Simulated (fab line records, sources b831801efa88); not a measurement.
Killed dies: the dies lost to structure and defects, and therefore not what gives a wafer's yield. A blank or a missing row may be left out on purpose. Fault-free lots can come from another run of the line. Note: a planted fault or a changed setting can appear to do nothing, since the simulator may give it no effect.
Which tool was responsible? | flow gf180mcu | 18 wafers sampled from 6 lots at 1 step of a route of 602

== WHAT EACH GAUGE READ, for each wafer ==
GF_MIM_THK_MEAS_11: measures by xrf.
lot  | measured     | on            | MIM_ALCU_THK (nm)
L962 | day 24 16:41 | film_metro-02 | 199.2 196.4 193.3
L966 | day 26 05:58 | film_metro-01 | 199.3 202.2 202.8
L972 | day 28 06:28 | film_metro-02 | 197.5 194.6 194.5
L974 | day 28 18:42 | film_metro-01 | 202.3 200.8 199.5
L980 | day 30 09:03 | film_metro-02 | 192.4 196.0 191.6
L983 | day 31 07:31 | film_metro-02 | 200.5 198.0 198.7

== WHICH TOOL RAN EACH LOT (tool, then ch and the chambers of the sampled wafers, then the start) ==
No process step before these readings appears in the record.

== THE ANSWER, worked out from the rows above alone ==
Rule: the lots themselves supply what counts as usual. Put in order of their means at a reading, lots are off if they are a third of the lots or fewer, leave a main group of 4 or more, and stand apart from it by a gap of 3 or more times the standard deviation of the main group's means; of several such gaps the widest counts. A main group whose means are all the same, to the digits that the tables above print for the reading, isn't used. A lot without any number at a reading at which 4 lots or more have one is off too. The other lots that the step has rows for count as sound.
No lot is off on any of the readings shown, so nothing can be concluded from this.

== WHAT HAD BEEN PUT IN BY THE SIMULATOR ==
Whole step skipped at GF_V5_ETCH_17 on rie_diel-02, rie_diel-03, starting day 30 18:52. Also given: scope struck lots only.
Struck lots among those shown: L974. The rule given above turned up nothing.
